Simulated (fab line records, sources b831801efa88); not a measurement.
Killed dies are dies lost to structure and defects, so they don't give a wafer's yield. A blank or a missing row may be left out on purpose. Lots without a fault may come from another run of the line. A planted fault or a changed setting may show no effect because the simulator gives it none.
fab line records | flow gf180mcu
record lots=14 wafers=42 last_day=34
route steps=602 shown V1@351 M2@368 V2@384
lots that met no fault: from a run of the same line without faults
start_h: hours from the record's first day to the start of the lot's first wafer shown | wait_h: hours since the lot's step before | " the same as in the row above | L1.1+2: a row that stands for several wafers | - no value, or no start given | * or withheld: withheld | < > ~ a bound
route shown NAME@n: a module of which the file shows steps, and the number in the route of the first | usual: mean/standard deviation of fault-free wafers | same: alike in all rows | chamber/n: place in a boat | sites: the reading at each site | _std_site: their standard deviation | _edge_site: outer sites' mean less inner sites' | radius_mm: how far each site lies from the wafer's centre | mask NAME#n: copy n | behind: the tool/chamber that last shaped the wafer | hold: why the lot was held/for how many hours/how that ended | device: the transistor (n, p or np) that didn't switch | end of line: the same wafers' tests at the end of the route | a step without rows: its recipe alone | killed: dies lost to structure and defects at the first sort, not the wafer's yield | map: a wafer's dies, x killed, . not, _ none there
set.NAME: the setting as run; set.NAME@STEP: as run at that earlier step | model.NAME: the simulator's own value behind a step, which no gauge read
steps of the route over a sample of lots; a table a step, a row a wafer
services: from which hour (start_h, from the record's first day; less than 0 if before it) a tool's chamber was out of use, for how many hours, and why
## steps
# step GF_V1_ETCH_16
# recipe chemistry=N2/H2 target_depth_a=withheld overetch_a=withheld time_s=withheld target=BARC ion_energy_ev=200 source_w=500 bias_w=100 pressure_mtorr=30 n2_flow_sccm=100 h2_flow_sccm=200
# usual drypump_motor_current_A=5.9/0.51 oes_product_au=0.855/0.0052 throttle_valve_pct=13.225/0.0089
# columns lot.wafer tool chamber start_h wait_h drypump_motor_current_A oes_product_au throttle_valve_pct
L712.1 rie_diel-01 3 426.02 0.0 5.7 0.859 13.226
L712.4 " 1 " " 6.0 0.847 13.225
L712.5 " 2 " " 5.5 0.850 13.230
L714.1 rie_diel-01 1 448.76 0.0 6.0 0.854 13.209
L714.2 " 2 " " 5.5 0.852 13.212
L714.3 " 3 " " 5.7 0.849 13.232
L715.2 rie_diel-04 1 453.18 0.0 5.3 0.863 13.225
L715.3 " 0 " " 4.9 0.854 13.232
L715.4 " 3 " " 6.4 0.844 13.224
L716.1 rie_diel-04 1 476.24 0.0 5.3 0.849 13.210
L716.3 " 3 " " 6.4 0.853 13.232
L716.6 " 3 " " 6.4 0.853 13.227
L717.1 rie_diel-01 1 477.32 0.0 6.0 0.860 13.228
L717.2 " 0 " " 6.1 0.859 13.215
L717.6 " 2 " " 5.5 0.857 13.235
L718.3 rie_diel-02 1 481.22 0.0 6.3 0.850 13.231
L718.4 " 0 " " 6.3 0.862 13.232
L718.5 " 2 " " 6.3 0.864 13.224
L719.1 rie_diel-02 3 485.74 0.0 5.4 0.860 13.222
L719.2 " 0 " " 6.3 0.850 13.235
L719.5 " 2 " " 6.2 0.845 13.219
L720.3 rie_diel-04 0 491.71 0.0 4.9 0.856 13.219
L720.4 " 3 " " 6.4 0.844 13.208
L720.5 " 2 " " 6.6 0.851 13.225
L721.2 rie_diel-04 3 495.47 0.0 6.4 0.852 13.227
L721.5 " 3 " " 6.4 0.843 13.236
L721.6 " 0 " " 4.9 0.853 13.218
L722.2 rie_diel-01 1 509.64 0.0 6.0 0.855 13.232
L722.5 " 3 " " 5.8 0.851 13.233
L722.6 " 0 " " 6.1 0.854 13.210
L725.2 rie_diel-01 3 533.76 0.0 5.7 0.861 13.215
L725.3 " 1 " " 6.0 0.859 13.230
L725.5 " 3 " " 5.7 0.859 13.215
L727.1 rie_diel-01 0 551.27 0.0 6.1 0.845 13.221
L727.5 " 0 " " 6.2 0.857 13.211
L727.6 " 3 " " 5.7 0.853 13.228
L733.3 rie_diel-04 3 593.36 0.0 6.4 0.854 13.225
L733.4 " 1 " " 5.3 0.854 13.226
L733.6 " 0 " " 4.9 0.850 13.236
L734.2 rie_diel-04 1 605.32 0.0 5.3 0.857 13.236
L734.3 " 2 " " 6.6 0.863 13.236
L734.4 " 3 " " 6.4 0.852 13.236
# step GF_M2_THK_MEAS_06
# recipe thk_meas_gauge=xrf reads=AlCu_of_M2_SPUTTER_02
# usual M2_ALCU_THK=434/5.3
# columns lot.wafer tool chamber start_h wait_h M2_ALCU_THK[nm]
L712.1 film_metro-03 - 427.72 0.1 424
L712.4 " - " " 431
L712.5 " - " " 432
L714.1 film_metro-04 - 450.57 0.1 437
L714.2 " - " " 437
L714.3 " - " " 438
L715.2 film_metro-01 - 454.88 0.1 438
L715.3 " - " " 438
L715.4 " - " " 434
L716.1 film_metro-04 - 478.02 0.1 438
L716.3 " - " " 438
L716.6 " - " " 439
L717.1 film_metro-01 - 479.02 0.1 433
L717.2 " - " " 431
L717.6 " - " " 431
L718.3 film_metro-01 - 482.94 0.1 431
L718.4 " - " " 430
L718.5 " - " " 436
L719.1 film_metro-04 - 487.44 0.1 439
L719.2 " - " " 429
L719.5 " - " " 430
L720.3 film_metro-03 - 493.42 0.1 431
L720.4 " - " " 423
L720.5 " - " " 429
L721.2 film_metro-01 - 497.21 0.1 438
L721.5 " - " " 436
L721.6 " - " " 437
L722.2 film_metro-01 - 511.41 0.1 430
L722.5 " - " " 434
L722.6 " - " " 434
L725.2 film_metro-01 - 535.58 0.1 439
L725.3 " - " " 436
L725.5 " - " " 436
L727.1 film_metro-01 - 553.00 0.1 441
L727.5 " - " " 438
L727.6 " - " " 438
L733.3 film_metro-01 - 596.10 0.1 437
L733.4 " - " " 434
L733.6 " - " " 431
L734.2 film_metro-04 - 607.21 0.1 437
L734.3 " - " " 445
L734.4 " - " " 444
# step GF_M2_SOFTBAKE_10
# recipe temp_c=130 time_s=60 resist=KrF
# usual heater_power_total_W=93.05/0.063 plate_temp_C=129.99/0.13
# columns lot.wafer tool chamber start_h wait_h heater_power_total_W plate_temp_C
L712.1 litho_track-02 0 438.86 0.1 93.08 129.98
L712.4 " 0 " " 92.99 130.17
L712.5 " 0 " " 93.03 129.96
L714.1 litho_track-01 0 461.80 0.1 93.06 130.22
L714.2 " 0 " " 93.14 130.08
L714.3 " 0 " " 93.03 129.95
L715.2 litho_track-01 0 466.73 0.1 93.10 130.07
L715.3 " 0 " " 93.03 129.89
L715.4 " 0 " " 93.09 129.96
L716.1 litho_track-01 0 489.80 0.1 93.07 130.09
L716.3 " 0 " " 92.96 129.97
L716.6 " 0 " " 93.01 130.03
L717.1 litho_track-01 0 490.40 0.1 93.14 129.63
L717.2 " 0 " " 93.05 130.00
L717.6 " 0 " " 93.12 129.85
L718.3 litho_track-04 0 494.40 0.1 92.97 129.94
L718.4 " 0 " " 93.07 130.29
L718.5 " 0 " " 93.09 129.99
L719.1 litho_track-04 0 499.70 0.1 92.96 129.85
L719.2 " 0 " " 93.10 130.03
L719.5 " 0 " " 93.09 130.02
L720.3 litho_track-01 0 505.00 0.1 93.11 129.93
L720.4 " 0 " " 93.07 129.98
L720.5 " 0 " " 93.13 130.09
L721.2 litho_track-01 0 509.13 0.1 93.00 129.89
L721.5 " 0 " " 93.14 129.94
L721.6 " 0 " " 93.02 129.79
L722.2 litho_track-01 0 523.08 0.1 93.14 130.08
L722.5 " 0 " " 92.97 130.16
L722.6 " 0 " " 93.06 130.14
L725.2 litho_track-01 0 546.03 0.1 101.65 139.34
L725.3 " 0 " " 101.86 139.39
L725.5 " 0 " " 101.73 139.24
L727.1 litho_track-01 0 563.35 0.1 101.72 139.27
L727.5 " 0 " " 101.75 139.33
L727.6 " 0 " " 101.62 139.29
L733.3 litho_track-02 0 606.26 0.1 93.05 129.84
L733.4 " 0 " " 93.08 129.86
L733.6 " 0 " " 93.04 129.77
L734.2 litho_track-02 0 618.04 0.1 93.01 129.97
L734.3 " 0 " " 93.04 129.93
L734.4 " 0 " " 93.14 129.73
# step GF_M2_CD_MEAS_14
# recipe target_cd_nm=280
# usual cd_nm=279.7/1.1
# columns lot.wafer tool chamber start_h wait_h cd_nm
L712.1 cd_sem-02 - 451.51 0.1 281.0
L712.4 " - " " 281.3
L712.5 " - " " 281.8
L714.1 cd_sem-01 - 474.10 0.1 279.1
L714.2 " - " " 279.0
L714.3 " - " " 278.5
L715.2 cd_sem-02 - 479.43 0.1 279.6
L715.3 " - " " 280.9
L715.4 " - " " 279.8
L716.1 cd_sem-02 - 501.91 0.1 280.3
L716.3 " - " " 282.2
L716.6 " - " " 281.5
L717.1 cd_sem-01 - 502.86 0.1 279.2
L717.2 " - " " 279.7
L717.6 " - " " 280.7
L718.3 cd_sem-01 - 506.09 0.1 279.4
L718.4 " - " " 281.0
L718.5 " - " " 280.2
L719.1 cd_sem-02 - 511.11 0.1 280.7
L719.2 " - " " 280.8
L719.5 " - " " 279.9
L720.3 cd_sem-01 - 516.69 0.1 279.2
L720.4 " - " " 279.8
L720.5 " - " " 279.5
L721.2 cd_sem-02 - 520.88 0.1 278.9
L721.5 " - " " 278.8
L721.6 " - " " 279.6
L722.2 cd_sem-02 - 534.87 0.1 279.9
L722.5 " - " " 280.7
L722.6 " - " " 279.4
L725.2 cd_sem-02 - 557.32 0.1 248.8
L725.3 " - " " 248.6
L725.5 " - " " 248.2
L727.1 cd_sem-01 - 574.95 0.1 248.1
L727.5 " - " " 246.7
L727.6 " - " " 248.2
L733.3 cd_sem-01 - 616.40 0.1 280.4
L733.4 " - " " 280.7
L733.6 " - " " 279.9
L734.2 cd_sem-01 - 628.63 0.1 280.0
L734.3 " - " " 281.3
L734.4 " - " " 279.6
# step GF_M2_STRIP_17
# recipe chemistry=O2/N2 power_w=1400 pressure_mtorr=1500 platen_temp_c=250 o2_flow_sccm=3000 n2_flow_sccm=300 overash_fraction=0.5
# usual drypump_motor_current_A=5.9/0.49 heater_power_w=321/36 oes_product_au=0.556/0.0049 strip_time_to_endpoint_s=7.85/0.041
# columns lot.wafer tool chamber start_h wait_h drypump_motor_current_A heater_power_w oes_product_au rf_hours_counter_h strip_time_to_endpoint_s
L712.1 plasma_asher-02 1 451.89 0.2 5.7 326 0.557 31 7.89
L712.4 " 1 " " 5.7 314 0.561 - 7.86
L712.5 " 0 " " 6.4 292 0.555 - 7.89
L714.1 plasma_asher-03 1 474.37 0.1 6.3 347 0.554 84 7.89
L714.2 " 0 " " 5.7 369 0.558 84 7.91
L714.3 " 1 " " 6.3 353 0.560 - 7.82
L715.2 plasma_asher-03 1 479.68 0.1 6.3 341 0.554 85 7.78
L715.3 " 0 " " 5.7 370 0.558 - 7.78
L715.4 " 1 " " 6.3 349 0.555 - 7.79
L716.1 plasma_asher-02 0 502.18 0.1 6.4 285 0.548 36 7.85
L716.3 " 1 " " 5.6 315 0.558 - 7.86
L716.6 " 1 " " 5.6 326 0.554 - 7.84
L717.1 plasma_asher-04 0 503.13 0.1 6.1 264 0.550 8 7.81
L717.2 " 1 " " 4.9 290 0.551 8 7.81
L717.6 " 0 " " 6.0 266 0.557 - 7.80
L718.3 plasma_asher-02 1 506.35 0.1 5.7 317 0.564 - 7.90
L718.4 " 0 " " 6.4 289 0.556 - 7.85
L718.5 " 0 " " 6.4 291 0.559 - 7.85
L719.1 plasma_asher-02 1 511.38 0.1 5.7 320 0.557 37 7.85
L719.2 " 0 " " 6.5 286 0.549 37 7.82
L719.5 " 0 " " 6.5 287 0.561 - 7.87
L720.3 plasma_asher-03 1 516.95 0.1 6.3 345 0.560 - 7.87
L720.4 " 0 " " 5.7 367 0.560 - 7.83
L720.5 " 0 " " 5.6 367 0.556 - 7.81
L721.2 plasma_asher-04 1 521.13 0.1 4.9 293 0.556 9 7.83
L721.5 " 1 " " 4.9 297 0.555 - 7.83
L721.6 " 0 " " 6.1 263 0.545 - 7.87
L722.2 plasma_asher-04 0 535.12 0.1 6.0 274 0.565 11 7.86
L722.5 " 0 " " 6.0 267 0.572 - 7.80
L722.6 " 1 " " 4.9 294 0.557 - 7.83
L725.2 plasma_asher-03 1 557.60 0.1 6.3 354 0.558 93 7.72
L725.3 " 1 " " 6.3 351 0.548 - 7.67
L725.5 " 1 " " 6.3 361 0.555 - 7.69
L727.1 plasma_asher-03 1 575.22 0.1 6.3 356 0.557 95 7.72
L727.5 " 0 " " 5.7 370 0.553 - 7.75
L727.6 " 1 " " 6.3 354 0.546 - 7.74
L733.3 plasma_asher-03 1 616.66 0.1 6.3 355 0.555 - 7.88
L733.4 " 0 " " 5.6 363 0.556 - 7.83
L733.6 " 0 " " 5.7 372 0.563 - 7.89
L734.2 plasma_asher-03 0 628.88 0.1 5.6 357 0.547 101 7.81
L734.3 " 0 " " 5.6 371 0.551 - 7.85
L734.4 " 1 " " 6.3 355 0.548 - 7.79
# step GF_V2_CVD_02
# recipe material=SiO2 target_thk_nm=850 precursor=TEOS temp_c=400 time_s=94.851 rf_w=600
# usual heater_power_outer_w=408/86 heater_power_w=707/120
# columns lot.wafer tool chamber start_h wait_h heater_power_outer_w heater_power_w
L712.1 pecvd-03 0 452.55 0.1 382 621
L712.4 " 1 " " 430 765
L712.5 " 0 " " 396 674
L714.1 pecvd-01 2 475.03 0.1 470 780
L714.2 " 0 " " 480 768
L714.3 " 1 " " 493 844
L715.2 pecvd-03 2 480.35 0.0 417 760
L715.3 " 1 " " 470 792
L715.4 " 2 " " 301 591
L716.1 pecvd-01 0 502.86 0.1 514 825
L716.3 " 2 " " 429 718
L716.6 " 0 " " 541 864
L717.1 pecvd-03 0 503.91 0.1 352 617
L717.2 " 2 " " 393 722
L717.6 " 0 " " 379 640
L718.3 pecvd-02 0 507.03 0.0 469 862
L718.4 " 2 " " 315 546
L718.5 " 0 " " 498 908
L719.1 pecvd-01 2 512.14 0.1 504 813
L719.2 " 0 " " 487 786
L719.5 " 0 " " 523 835
L720.3 pecvd-03 0 517.65 0.0 339 585
L720.4 " 0 " " 368 632
L720.5 " 1 " " 370 649
L721.2 pecvd-02 1 521.86 0.0 333 628
L721.5 " 2 " " 228 440
L721.6 " 0 " " 402 748
L722.2 pecvd-01 1 535.82 0.0 473 782
L722.5 " 0 " " 540 823
L722.6 " 1 " " 502 808
L725.2 pecvd-02 1 558.27 0.0 326 648
L725.3 " 0 " " 470 858
L725.5 " 0 " " 504 882
L727.1 pecvd-02 2 575.88 0.1 310 558
L727.5 " 0 " " 456 822
L727.6 " 1 " " 238 504
L733.3 pecvd-01 0 617.42 0.1 533 856
L733.4 " 2 " " 457 774
L733.6 " 2 " " 476 804
L734.2 pecvd-03 0 629.64 0.0 302 536
L734.3 " 2 " " 382 698
L734.4 " 2 " " 407 742
## services
# columns tool chamber start_h hours kind
rie_diel-04 2 406.13 9.2 repair
plasma_asher-02 - 420.90 1.2 repair
plasma_asher-04 - 421.25 9.0 pm
pecvd-01 - 422.98 2.7 repair
rie_diel-01 - 432.02 4.3 pm
rie_diel-04 2 500.08 15.3 repair
plasma_asher-04 - 506.35 3.5 repair
pecvd-01 0 513.45 6.1 repair
rie_diel-04 1 515.37 - clean
rie_diel-04 1 515.37 33.1 scheduled_down
rie_diel-04 1 515.37 33.1 vent_cycle
rie_diel-01 0 531.24 6.4 repair
rie_diel-02 0 534.27 4.5 repair
rie_diel-01 0 541.61 8.6 repair
rie_diel-01 3 553.27 5.4 repair
pecvd-01 2 555.50 6.0 repair
rie_diel-02 0 573.08 6.1 repair
plasma_asher-03 - 586.01 2.2 repair
pecvd-02 - 591.12 14.0 pm
pecvd-02 0 591.12 14.0 vent_cycle
pecvd-02 1 591.12 14.0 vent_cycle
pecvd-02 2 591.12 14.0 vent_cycle
pecvd-01 1 594.35 26.5 repair
plasma_asher-02 - 627.87 9.3 repair
## key
first_sign step=GF_M2_SOFTBAKE_10 reading=heater_power_total_W direction=up sigmas=99+ usual=93.05 struck=101.72
effect step=GF_M2_SOFTBAKE_10 reading=plate_temp_C direction=up sigmas=71 usual=* struck=*
effect step=GF_M2_CD_MEAS_14 reading=cd_nm direction=down sigmas=30 usual=279.7 struck=248.1
effect step=GF_M2_STRIP_17 reading=strip_time_to_endpoint_s direction=down sigmas=3.4 usual=* struck=*
met_at GF_M2_SOFTBAKE_10
struck_lots L725,L727
sort_left_out L725.2,L725.3,L725.5,L727.1,L727.5,L727.6
not_acting_at GF_V1_ETCH_16,GF_M2_THK_MEAS_06,GF_V2_CVD_02
onset_between 523.08 546.03
fault kind=process_parameter_drift tool=litho_track-01 chamber=- onset_h=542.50 steps=GF_M2_SOFTBAKE_10 channel=temp_c offset=* shape=step end_h=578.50 acts_in=* stated=*
# sort_left_out: the simulated sort isn't trusted on such a fault, so these wafers' sort isn't shown, and their yield isn't known
